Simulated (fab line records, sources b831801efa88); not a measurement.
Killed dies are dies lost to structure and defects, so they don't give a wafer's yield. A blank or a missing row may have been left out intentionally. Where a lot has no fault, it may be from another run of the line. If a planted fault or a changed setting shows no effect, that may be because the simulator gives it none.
fab line records    flow gf180mcu
record: lots: 24  wafers: 72  lastDay: 34
route steps=602 shown V1@337 M4@456 V4@479 MIM@512
lots that met no fault: taken from a fault-free run of the same line
startH: hours from the record's first day to the start of the lot's first wafer shown    waitH: hours since the lot's step before    " the same as in the row above    L1.1+2: one row covering several wafers at once    - either no value or no given start    * or withheld: withheld    < > ~ a bound
route shown NAME@n: NAME is a module with steps in the file, n the number in the route of the first one    usual: mean/standard deviation taken from wafers without a fault    same: alike in all rows    chamber/n: place in a boat    sites: the reading at each site    _std_site: standard deviation across them    _edge_site: outer sites' mean less inner sites'    radiusMm: how far each site lies from the wafer's centre    mask NAME#n: copy n    behind: the last tool/chamber to shape the wafer    hold: what put the lot on hold/how long, in hours/how the hold closed    device: the transistor (n, p or np) that didn't switch    end of line: the route-end tests of the same wafers    where a step has no rows: the recipe by itself    killed: count of dies lost to structure and defects at first sort (not the wafer's yield)    map: dies across one wafer; x = killed, . = not, _ = none there
set.NAME: the setting as run; set.NAME@STEP: as run at that earlier step    model.NAME: the simulator's own value behind a step, which no gauge read
the route's steps for a sample of lots (tables are steps, rows are wafers)
services: a tool's chamber out of use, with start hour (startH, from the record's first day; less than 0 if before it), hours out, and reason
== steps ==
step: GF_V1_CVD_02
recipe: material: SiO2  targetThkNm: 850  precursor: TEOS  tempC: 400  timeS: 94.851  rfW: 600
usual: heaterPowerW: 696/72
lot.wafer  tool      chamber  startH  waitH  heaterPowerW
L074.2     pecvd-04  1        393.03  0.0    632
L074.3     "         0        "       "      654
L074.6     "         0        "       "      700
L075.3     pecvd-03  0        398.85  0.0    727
L075.4     "         2        "       "      720
L075.5     "         0        "       "      763
L076.2     pecvd-03  0        404.14  0.0    670
L076.3     "         1        "       "      764
L076.6     "         0        "       "      720
L077.1     pecvd-01  1        411.47  0.1    651
L077.3     "         0        "       "      667
L077.6     "         0        "       "      705
L078.1     pecvd-04  1        423.59  0.1    685
L078.3     "         0        "       "      712
L078.4     "         0        "       "      783
L079.1     pecvd-01  0        433.84  0.1    724
L079.3     "         1        "       "      629
L079.6     "         0        "       "      747
L081.2     pecvd-01  1        453.49  0.0    644
L081.3     "         2        "       "      575
L081.6     "         2        "       "      657
L080.1     pecvd-04  1        458.50  0.1    556
L080.3     "         0        "       "      656
L080.6     "         0        "       "      737
L082.1     pecvd-04  0        462.49  0.1    738
L082.3     "         1        "       "      670
L082.4     "         2        "       "      792
L083.4     pecvd-03  0        463.49  0.1    628
L083.5     "         1        "       "      770
L083.6     "         2        "       "      638
L084.1     pecvd-01  0        478.32  0.1    718
L084.2     "         2        "       "      721
L084.3     "         1        "       "      704
L085.3     pecvd-01  2        487.96  0.0    650
L085.4     "         0        "       "      735
L085.6     "         1        "       "      677
L086.2     pecvd-04  2        490.84  0.0    721
L086.5     "         2        "       "      779
L086.6     "         1        "       "      557
L087.1     pecvd-04  0        506.48  0.1    661
L087.3     "         2        "       "      811
L087.4     "         2        "       "      656
L088.2     pecvd-03  1        515.98  0.0    822
L088.4     "         2        "       "      577
L088.6     "         1        "       "      670
L089.3     pecvd-03  0        521.67  0.0    666
L089.4     "         2        "       "      604
L089.6     "         1        "       "      834
L090.1     pecvd-01  1        525.89  0.1    716
L090.5     "         0        "       "      775
L090.6     "         2        "       "      704
L091.1     pecvd-01  1        537.02  0.1    729
L091.3     "         0        "       "      691
L091.4     "         2        "       "      559
L092.1     pecvd-04  2        543.04  0.1    789
L092.2     "         0        "       "      708
L092.4     "         1        "       "      555
L093.1     pecvd-03  0        555.02  0.1    726
L093.3     "         2        "       "      673
L093.6     "         0        "       "      772
L094.3     pecvd-04  0        562.01  0.0    701
L094.4     "         0        "       "      758
L094.6     "         2        "       "      783
L095.1     pecvd-03  2        570.58  0.1    663
L095.3     "         1        "       "      774
L095.6     "         1        "       "      808
L096.2     pecvd-04  2        596.12  0.0    835
L096.3     "         0        "       "      738
L096.4     "         1        "       "      568
L097.3     pecvd-04  2        596.98  0.0    824
L097.4     "         1        "       "      611
L097.5     "         0        "       "      756
step: GF_M4_SPUTTER_00
recipe: material: Ti  targetThkNm: 37.5  arrivingIonEnergyEv: 80  substrateTempC: 200  chamberPressurePa: 2  powerW: 4000  timeS: 150
usual: cathodeDcPowerW: 4000.0/0.72  throttleValvePct: 30.1/1
lot.wafer  tool           chamber  startH  waitH  cathodeDcPowerW  throttleValvePct
L074.2     pvdSputter-03  -        519.15  0.1    4000.6           30.7
L074.3     "              -        "       "      4001.2           28.9
L074.6     "              -        "       "      3998.7           30.5
L075.3     pvdSputter-02  -        527.18  0.1    3999.0           29.5
L075.4     "              -        "       "      4000.6           30.7
L075.5     "              -        "       "      4000.1           29.5
L076.2     pvdSputter-02  -        533.68  0.1    3998.4           28.7
L076.3     "              -        "       "      4000.3           30.5
L076.6     "              -        "       "      3999.3           31.4
L077.1     pvdSputter-01  -        538.67  0.2    3998.7           29.8
L077.3     "              -        "       "      3999.6           31.6
L077.6     "              -        "       "      3999.9           30.2
L078.1     pvdSputter-01  -        550.30  0.1    3999.1           30.4
L078.3     "              -        "       "      3999.8           31.8
L078.4     "              -        "       "      4000.0           29.9
L079.1     pvdSputter-02  -        563.70  0.1    3999.9           28.3
L079.3     "              -        "       "      3998.9           29.1
L079.6     "              -        "       "      3999.9           31.3
L081.2     pvdSputter-02  -        577.93  0.1    4000.0           28.3
L081.3     "              -        "       "      4000.4           30.3
L081.6     "              -        "       "      4000.4           28.5
L080.1     pvdSputter-01  -        597.72  0.2    4000.2           29.8
L080.3     "              -        "       "      3999.7           30.1
L080.6     "              -        "       "      4000.3           30.1
L082.1     pvdSputter-02  -        598.79  0.2    3999.3           29.3
L082.3     "              -        "       "      4000.2           30.7
L082.4     "              -        "       "      4000.5           28.2
L083.4     pvdSputter-01  -        599.01  0.2    3999.7           31.7
L083.5     "              -        "       "      4001.0           29.8
L083.6     "              -        "       "      4000.3           30.0
L084.1     pvdSputter-03  -        602.82  0.2    3998.6           28.8
L084.2     "              -        "       "      4001.6           30.8
L084.3     "              -        "       "      4001.3           28.9
L085.3     pvdSputter-02  -        614.16  0.1    4000.2           31.4
L085.4     "              -        "       "      4000.0           28.5
L085.6     "              -        "       "      3999.4           29.0
L086.2     pvdSputter-02  -        618.58  0.2    4001.2           29.2
L086.5     "              -        "       "      3999.3           29.4
L086.6     "              -        "       "      4001.2           31.6
L087.1     pvdSputter-03  -        625.45  0.1    4000.6           28.8
L087.3     "              -        "       "      4000.3           30.6
L087.4     "              -        "       "      3999.5           31.5
L088.2     pvdSputter-01  -        641.69  0.2    4000.0           31.8
L088.4     "              -        "       "      4000.3           30.0
L088.6     "              -        "       "      3999.2           30.4
L089.3     pvdSputter-03  -        643.70  0.1    4000.9           29.2
L089.4     "              -        "       "      4000.5           28.6
L089.6     "              -        "       "      4000.4           31.3
L090.1     pvdSputter-01  -        645.02  0.1    3999.8           30.4
L090.5     "              -        "       "      3998.4           30.6
L090.6     "              -        "       "      4000.9           30.0
L091.1     pvdSputter-02  -        657.33  0.1    3999.9           28.4
L091.3     "              -        "       "      3999.1           30.6
L091.4     "              -        "       "      3999.7           29.4
L092.1     pvdSputter-03  -        663.03  0.1    3999.8           30.9
L092.2     "              -        "       "      4000.3           29.0
L092.4     "              -        "       "      4000.0           31.3
L093.1     pvdSputter-01  -        668.85  0.2    3999.4           30.4
L093.3     "              -        "       "      4000.7           30.0
L093.6     "              -        "       "      3999.4           30.3
L094.3     pvdSputter-01  -        679.78  0.2    3999.5           29.7
L094.4     "              -        "       "      4000.4           31.7
L094.6     "              -        "       "      4000.0           30.4
L095.1     pvdSputter-03  -        686.41  0.1    4001.0           31.2
L095.3     "              -        "       "      4000.5           28.9
L095.6     "              -        "       "      4000.1           28.9
L096.2     pvdSputter-03  -        692.84  0.1    4000.9           28.9
L096.3     "              -        "       "      3999.9           30.5
L096.4     "              -        "       "      3999.6           29.0
L097.3     pvdSputter-01  -        694.52  0.2    4000.6           30.3
L097.4     "              -        "       "      4002.0           30.2
L097.5     "              -        "       "      4000.5           31.7
step: GF_M4_SPUTTER_04
recipe: material: TiN  targetThkNm: 50  powerW: 6500  timeS: 41.7  chamberPressurePa: 0.4
usual: cathodeDcPowerW: 6500.2/1.3  throttleValvePct: 30.1/1
lot.wafer  tool           chamber  startH  waitH  cathodeDcPowerW  throttleValvePct
L074.2     pvdSputter-03  -        519.34  0.0    6500.5           30.7
L074.3     "              -        "       "      6499.4           28.8
L074.6     "              -        "       "      6499.7           30.6
L075.3     pvdSputter-02  -        527.36  0.0    6498.6           29.5
L075.4     "              -        "       "      6501.0           30.6
L075.5     "              -        "       "      6500.2           29.3
L076.2     pvdSputter-02  -        533.86  0.0    6500.2           28.2
L076.3     "              -        "       "      6501.8           30.4
L076.6     "              -        "       "      6500.2           31.4
L077.1     pvdSputter-01  -        538.85  0.0    6499.7           30.0
L077.3     "              -        "       "      6499.7           31.9
L077.6     "              -        "       "      6501.5           30.0
L078.1     pvdSputter-01  -        550.48  0.0    6498.9           30.3
L078.3     "              -        "       "      6498.3           31.6
L078.4     "              -        "       "      6499.5           30.1
L079.1     pvdSputter-02  -        563.88  0.0    6500.8           28.5
L079.3     "              -        "       "      6499.8           29.2
L079.6     "              -        "       "      6501.1           31.4
L081.2     pvdSputter-02  -        578.11  0.0    6502.7           28.0
L081.3     "              -        "       "      6499.6           30.6
L081.6     "              -        "       "      6500.1           28.6
L080.1     pvdSputter-01  -        597.90  0.0    6501.6           29.9
L080.3     "              -        "       "      6500.8           30.1
L080.6     "              -        "       "      6501.2           29.9
L082.1     pvdSputter-02  -        598.97  0.0    6502.5           29.1
L082.3     "              -        "       "      6500.1           30.5
L082.4     "              -        "       "      6496.6           28.6
L083.4     pvdSputter-01  -        599.20  0.0    6499.9           31.5
L083.5     "              -        "       "      6500.1           29.9
L083.6     "              -        "       "      6499.3           29.8
L084.1     pvdSputter-03  -        603.00  0.0    6500.7           28.9
L084.2     "              -        "       "      6499.2           30.5
L084.3     "              -        "       "      6500.0           29.1
L085.3     pvdSputter-02  -        614.34  0.0    6500.4           31.5
L085.4     "              -        "       "      6500.6           28.6
L085.6     "              -        "       "      6496.8           29.5
L086.2     pvdSputter-02  -        618.76  0.0    6498.9           29.4
L086.5     "              -        "       "      6498.1           29.3
L086.6     "              -        "       "      6497.4           30.9
L087.1     pvdSputter-03  -        625.63  0.0    6502.4           28.8
L087.3     "              -        "       "      6501.2           30.6
L087.4     "              -        "       "      6499.9           31.4
L088.2     pvdSputter-01  -        641.88  0.0    6500.8           31.7
L088.4     "              -        "       "      6500.4           29.8
L088.6     "              -        "       "      6500.6           30.4
L089.3     pvdSputter-03  -        643.88  0.0    6501.8           28.8
L089.4     "              -        "       "      6499.8           29.0
L089.6     "              -        "       "      6500.1           31.9
L090.1     pvdSputter-01  -        645.20  0.0    6501.5           30.4
L090.5     "              -        "       "      6500.7           30.0
L090.6     "              -        "       "      6501.9           29.9
L091.1     pvdSputter-02  -        657.51  0.0    6498.6           28.5
L091.3     "              -        "       "      6499.7           30.4
L091.4     "              -        "       "      6500.8           29.3
L092.1     pvdSputter-03  -        663.21  0.0    6501.7           30.7
L092.2     "              -        "       "      6499.5           28.8
L092.4     "              -        "       "      6499.8           31.4
L093.1     pvdSputter-01  -        669.03  0.0    6499.4           30.5
L093.3     "              -        "       "      6502.2           29.9
L093.6     "              -        "       "      6502.6           30.1
L094.3     pvdSputter-01  -        679.96  0.0    6500.4           29.7
L094.4     "              -        "       "      6501.3           31.7
L094.6     "              -        "       "      6499.9           30.4
L095.1     pvdSputter-03  -        686.59  0.0    6499.2           31.3
L095.3     "              -        "       "      6502.5           29.1
L095.6     "              -        "       "      6499.3           28.7
L096.2     pvdSputter-03  -        693.02  0.0    6500.8           28.8
L096.3     "              -        "       "      6500.5           30.8
L096.4     "              -        "       "      6500.3           29.0
L097.3     pvdSputter-01  -        694.72  0.0    6497.4           30.2
L097.4     "              -        "       "      6497.0           30.0
L097.5     "              -        "       "      6499.1           31.9
step: GF_V4_THK_MEAS_03
recipe: reads: SiO2_of_V4_CVD_02
usual: V4_CVD_02_THK: 850/9.6
lot.wafer  tool          chamber  startH  waitH  V4_CVD_02_THK[nm]
L074.2     filmMetro-03  -        543.89  0.0    839
L074.3     "             -        "       "      838
L074.6     "             -        "       "      848
L075.3     filmMetro-03  -        550.68  0.1    835
L075.4     "             -        "       "      854
L075.5     "             -        "       "      861
L076.2     filmMetro-04  -        557.92  0.0    839
L076.3     "             -        "       "      839
L076.6     "             -        "       "      854
L077.1     filmMetro-01  -        562.26  0.0    844
L077.3     "             -        "       "      845
L077.6     "             -        "       "      856
L078.1     filmMetro-03  -        573.63  0.1    850
L078.3     "             -        "       "      862
L078.4     "             -        "       "      852
L079.1     filmMetro-04  -        598.68  0.0    844
L079.3     "             -        "       "      854
L079.6     "             -        "       "      866
L081.2     filmMetro-03  -        602.90  0.0    835
L081.3     "             -        "       "      846
L081.6     "             -        "       "      857
L080.1     filmMetro-03  -        611.39  0.0    847
L080.3     "             -        "       "      847
L080.6     "             -        "       "      860
L082.1     filmMetro-04  -        616.04  0.0    839
L082.3     "             -        "       "      840
L082.4     "             -        "       "      852
L083.4     filmMetro-01  -        617.02  0.0    853
L083.5     "             -        "       "      857
L083.6     "             -        "       "      856
L084.1     filmMetro-01  -        624.26  0.0    842
L084.2     "             -        "       "      841
L084.3     "             -        "       "      845
L085.3     filmMetro-04  -        635.30  0.1    855
L085.4     "             -        "       "      866
L085.6     "             -        "       "      870
L086.2     filmMetro-01  -        640.19  0.0    853
L086.5     "             -        "       "      865
L086.6     "             -        "       "      867
L087.1     filmMetro-03  -        646.52  0.0    844
L087.3     "             -        "       "      842
L087.4     "             -        "       "      863
L088.2     filmMetro-04  -        662.45  0.0    849
L088.4     "             -        "       "      856
L088.6     "             -        "       "      863
L089.3     filmMetro-04  -        664.53  0.1    846
L089.4     "             -        "       "      859
L089.6     "             -        "       "      857
L090.1     filmMetro-04  -        666.53  0.0    835
L090.5     "             -        "       "      861
L090.6     "             -        "       "      858
L091.1     filmMetro-01  -        677.45  0.0    852
L091.3     "             -        "       "      841
L091.4     "             -        "       "      860
L092.1     filmMetro-03  -        682.65  0.0    836
L092.2     "             -        "       "      831
L092.4     "             -        "       "      848
L093.1     filmMetro-03  -        688.56  0.0    845
L093.3     "             -        "       "      844
L093.6     "             -        "       "      863
L094.3     filmMetro-04  -        698.63  0.1    839
L094.4     "             -        "       "      852
L094.6     "             -        "       "      860
L095.1     filmMetro-03  -        705.91  0.0    830
L095.3     "             -        "       "      839
L095.6     "             -        "       "      851
L096.2     filmMetro-01  -        712.56  0.0    838
L096.3     "             -        "       "      851
L096.4     "             -        "       "      852
L097.3     filmMetro-01  -        714.34  0.1    836
L097.4     "             -        "       "      852
L097.5     "             -        "       "      845
step: GF_V4_ETCH_16
recipe: chemistry: N2/H2  targetDepthA: withheld  overetchA: withheld  timeS: withheld  target: BARC  ionEnergyEv: 200  sourceW: 500  biasW: 100  pressureMtorr: 30  n2FlowSccm: 100  h2FlowSccm: 200
usual: drypumpMotorCurrentA: 5.6/0.35  n2FlowSccm: 100.00/0.3  oesProductAu: 0.854/0.0038  throttleValvePct: 13.225/0.0088
lot.wafer  tool        chamber  startH  waitH  drypumpMotorCurrentA  n2FlowSccm  oesProductAu  throttleValvePct
L074.2     rieDiel-03  1        567.58  0.0    5.5                   100.12      0.855         13.222
L074.3     "           0        "       "      5.0                   99.57       0.862         13.229
L074.6     "           1        "       "      5.5                   100.08      0.860         13.228
L075.3     rieDiel-01  3        574.03  0.0    5.9                   100.00      0.854         13.232
L075.4     "           1        "       "      5.9                   99.89       0.852         13.222
L075.5     "           3        "       "      5.9                   99.91       0.853         13.224
L076.2     rieDiel-01  3        595.53  0.0    5.9                   99.97       0.852         13.237
L076.3     "           1        "       "      5.8                   100.59      0.848         13.235
L076.6     "           2        "       "      5.7                   99.95       0.850         13.234
L077.1     rieDiel-04  2        597.09  0.0    5.5                   100.16      0.857         13.234
L077.3     "           1        "       "      6.3                   99.86       0.858         13.229
L077.6     "           2        "       "      5.6                   99.48       0.856         13.217
L078.1     rieDiel-03  2        601.17  0.0    5.5                   99.98       0.858         13.224
L078.3     "           3        "       "      5.5                   99.66       0.864         13.218
L078.4     "           1        "       "      5.5                   100.06      0.853         13.214
L079.1     rieDiel-01  1        615.38  0.0    5.8                   99.99       0.857         13.217
L079.3     "           0        "       "      5.4                   100.05      0.854         13.246
L079.6     "           2        "       "      5.7                   100.19      0.851         13.208
L081.2     rieDiel-03  1        623.68  0.0    5.5                   100.05      0.851         13.234
L081.3     "           3        "       "      5.5                   99.59       0.849         13.220
L081.6     "           3        "       "      5.5                   99.53       0.852         13.241
L080.1     rieDiel-01  2        632.56  0.0    5.7                   99.60       0.852         13.199
L080.3     "           1        "       "      5.8                   100.45      0.860         13.226
L080.6     "           0        "       "      5.3                   99.91       0.854         13.223
L082.1     rieDiel-03  0        636.43  0.0    5.0                   99.74       0.848         13.227
L082.3     "           1        "       "      5.5                   99.66       0.852         13.220
L082.4     "           2        "       "      5.6                   99.89       0.853         13.225
L083.4     rieDiel-04  0        638.05  0.0    5.0                   100.04      0.853         13.226
L083.5     "           3        "       "      6.2                   99.33       0.856         13.220
L083.6     "           2        "       "      5.5                   99.88       0.854         13.224
L084.1     rieDiel-03  2        644.83  0.0    5.6                   99.82       0.862         13.224
L084.2     "           3        "       "      5.5                   99.91       0.857         13.240
L084.3     "           0        "       "      5.1                   99.69       0.851         13.225
L085.3     rieDiel-04  3        656.31  0.0    6.2                   100.12      0.854         13.206
L085.4     "           1        "       "      6.3                   100.23      0.860         13.218
L085.6     "           3        "       "      6.2                   100.19      0.858         13.235
L086.2     rieDiel-01  0        660.78  0.0    5.4                   100.10      0.852         13.214
L086.5     "           0        "       "      5.4                   99.57       0.852         13.231
L086.6     "           1        "       "      5.9                   100.27      0.859         13.217
L087.1     rieDiel-01  2        666.58  0.0    5.7                   100.19      0.861         13.230
L087.3     "           0        "       "      5.4                   100.07      0.854         13.215
L087.4     "           1        "       "      5.8                   99.96       0.853         13.233
L088.2     rieDiel-03  2        681.73  0.0    5.6                   100.67      0.856         13.233
L088.4     "           3        "       "      5.5                   99.94       0.853         13.228
L088.6     "           0        "       "      5.0                   100.58      0.851         13.219
L089.3     rieDiel-01  2        685.42  0.0    5.7                   99.92       0.855         13.226
L089.4     "           1        "       "      5.9                   99.52       0.857         13.221
L089.6     "           2        "       "      5.7                   99.65       0.851         13.233
L090.1     rieDiel-04  2        686.78  0.0    5.6                   100.53      0.855         13.243
L090.5     "           0        "       "      5.0                   100.05      0.861         13.240
L090.6     "           1        "       "      6.3                   99.73       0.852         13.229
L091.1     rieDiel-04  3        695.48  0.0    6.3                   99.50       0.858         13.219
L091.3     "           1        "       "      6.3                   100.31      0.859         13.226
L091.4     "           0        "       "      5.0                   100.04      0.863         13.230
L092.1     rieDiel-01  1        702.06  0.0    5.8                   100.20      0.854         13.226
L092.2     "           0        "       "      5.4                   100.26      0.852         13.232
L092.4     "           2        "       "      5.7                   99.76       0.851         13.225
L093.1     rieDiel-03  0        707.12  0.0    5.0                   100.35      0.852         13.225
L093.3     "           3        "       "      5.5                   99.39       0.857         13.241
L093.6     "           1        "       "      5.5                   100.33      0.856         13.218
L094.3     rieDiel-03  3        717.16  0.0    5.5                   100.22      0.855         13.234
L094.4     "           1        "       "      5.5                   100.07      0.857         13.221
L094.6     "           1        "       "      5.5                   99.98       0.853         13.234
L095.1     rieDiel-01  3        724.63  0.0    5.9                   100.03      0.854         13.231
L095.3     "           0        "       "      5.4                   100.38      0.853         13.229
L095.6     "           2        "       "      5.7                   99.96       0.856         13.221
L096.2     rieDiel-03  1        731.78  0.0    5.5                   99.97       0.860         13.226
L096.3     "           3        "       "      5.5                   100.25      0.856         13.235
L096.4     "           2        "       "      5.6                   99.76       0.854         13.221
L097.3     rieDiel-04  1        732.97  0.0    6.3                   99.84       0.850         13.234
L097.4     "           3        "       "      6.2                   100.21      0.847         13.208
L097.5     "           3        "       "      6.2                   100.23      0.856         13.231
step: GF_MIM_SPUTTER_09
recipe: material: TiN  targetThkNm: 35  powerW: 6500  timeS: 29.2  chamberPressurePa: 0.4
usual: cathodeDcPowerW: 6500.1/1.1  throttleValvePct: 29.8/0.97
lot.wafer  tool           chamber  startH  waitH  cathodeDcPowerW  throttleValvePct
L074.2     pvdSputter-02  -        569.35  0.0    6499.4           30.6
L074.3     "              -        "       "      6500.7           28.4
L074.6     "              -        "       "      6499.2           28.5
L075.3     pvdSputter-04  -        575.79  0.0    6500.8           29.1
L075.4     "              -        "       "      6501.3           29.0
L075.5     "              -        "       "      6500.6           29.2
L076.2     pvdSputter-02  -        597.38  0.0    6498.8           30.7
L076.3     "              -        "       "      6501.1           29.0
L076.6     "              -        "       "      6501.5           30.7
L077.1     pvdSputter-04  -        598.87  0.0    6499.5           29.4
L077.3     "              -        "       "      6498.9           29.2
L077.6     "              -        "       "      6500.0           29.4
L078.1     pvdSputter-01  -        603.10  0.0    6499.0           30.0
L078.3     "              -        "       "      6499.7           30.0
L078.4     "              -        "       "      6500.5           29.6
L079.1     pvdSputter-01  -        617.13  0.0    6499.2           31.9
L079.3     "              -        "       "      6500.8           30.0
L079.6     "              -        "       "      6502.3           31.6
L081.2     pvdSputter-01  -        625.47  0.0    6498.8           30.0
L081.3     "              -        "       "      6500.7           31.8
L081.6     "              -        "       "      6499.9           30.0
L080.1     pvdSputter-02  -        634.30  0.0    6499.6           29.2
L080.3     "              -        "       "      6499.5           31.3
L080.6     "              -        "       "      6500.2           31.2
L082.1     pvdSputter-02  -        638.16  0.0    6499.5           28.3
L082.3     "              -        "       "      6499.9           29.4
L082.4     "              -        "       "      6498.9           30.7
L083.4     pvdSputter-01  -        639.77  0.0    6499.5           31.6
L083.5     "              -        "       "      6501.3           30.3
L083.6     "              -        "       "      6499.5           31.6
L084.1     pvdSputter-04  -        646.57  0.0    6499.7           29.4
L084.2     "              -        "       "      6501.9           29.8
L084.3     "              -        "       "      6501.8           29.3
L085.3     pvdSputter-01  -        658.08  0.0    6498.9           30.2
L085.4     "              -        "       "      6500.1           31.7
L085.6     "              -        "       "      6501.1           29.9
L086.2     pvdSputter-02  -        662.55  0.0    6499.9           30.7
L086.5     "              -        "       "      6499.3           29.2
L086.6     "              -        "       "      6499.7           30.5
L087.1     pvdSputter-02  -        668.55  0.0    6497.8           29.3
L087.3     "              -        "       "      6501.5           28.8
L087.4     "              -        "       "      6500.8           30.5
L088.2     pvdSputter-02  -        683.50  0.0    6499.9           28.2
L088.4     "              -        "       "      6501.6           31.6
L088.6     "              -        "       "      6501.0           30.5
L089.3     pvdSputter-02  -        687.16  0.0    6499.1           31.5
L089.4     "              -        "       "      6499.5           28.4
L089.6     "              -        "       "      6500.8           29.1
L090.1     pvdSputter-04  -        688.63  0.0    6502.2           29.1
L090.5     "              -        "       "      6500.3           29.2
L090.6     "              -        "       "      6498.3           29.3
L091.1     pvdSputter-01  -        697.26  0.0    6502.2           30.6
L091.3     "              -        "       "      6499.7           31.7
L091.4     "              -        "       "      6500.9           30.1
L092.1     pvdSputter-01  -        703.82  0.0    6500.8           30.3
L092.2     "              -        "       "      6500.1           29.7
L092.4     "              -        "       "      6502.2           31.6
L093.1     pvdSputter-02  -        708.86  0.0    6499.1           28.1
L093.3     "              -        "       "      6498.9           29.2
L093.6     "              -        "       "      6502.0           28.2
L094.3     pvdSputter-01  -        718.90  0.0    6499.7           31.8
L094.4     "              -        "       "      6500.5           31.8
L094.6     "              -        "       "      6500.3           30.1
L095.1     pvdSputter-04  -        726.45  0.0    6499.7           29.5
L095.3     "              -        "       "      6501.4           29.4
L095.6     "              -        "       "      6500.0           29.4
L096.2     pvdSputter-04  -        733.52  0.0    6499.2           29.3
L096.3     "              -        "       "      6501.1           29.1
L096.4     "              -        "       "      6499.4           29.3
L097.3     pvdSputter-04  -        734.71  0.0    6501.0           29.3
L097.4     "              -        "       "      6499.3           28.8
L097.5     "              -        "       "      6499.0           29.1
== services ==
tool           chamber  startH  hours  kind
pecvd-01       1        372.68  12.5   repair
rieDiel-01     0        388.43  6.3    repair
rieDiel-01     -        402.38  1.1    repair
pecvd-04       -        415.37  2.8    pm
rieDiel-03     0        417.43  2.4    repair
pvdSputter-03  -        431.58  5.1    repair
pvdSputter-03  -        434.67  1.9    repair
pecvd-03       -        460.46  0.8    pm
pvdSputter-02  -        508.38  1.9    repair
pvdSputter-03  -        508.66  1.7    repair
rieDiel-03     1        530.20  28.4   repair
rieDiel-03     0        543.50  20.9   repair
pecvd-04       0        564.58  6.0    repair
pecvd-04       -        575.91  1.5    repair
pecvd-04       -        577.35  0.5    repair
rieDiel-03     -        619.12  0.9    repair
rieDiel-01     3        647.77  42.6   repair
pvdSputter-01  -        649.69  4.1    repair
rieDiel-03     -        668.95  0.4    repair
pecvd-04       1        674.66  6.0    repair
rieDiel-01     -        688.93  1.0    repair
pvdSputter-03  -        707.64  1.4    repair
pvdSputter-02  -        713.70  7.1    repair
rieDiel-03     3        720.73  4.6    repair
== key ==
fault none
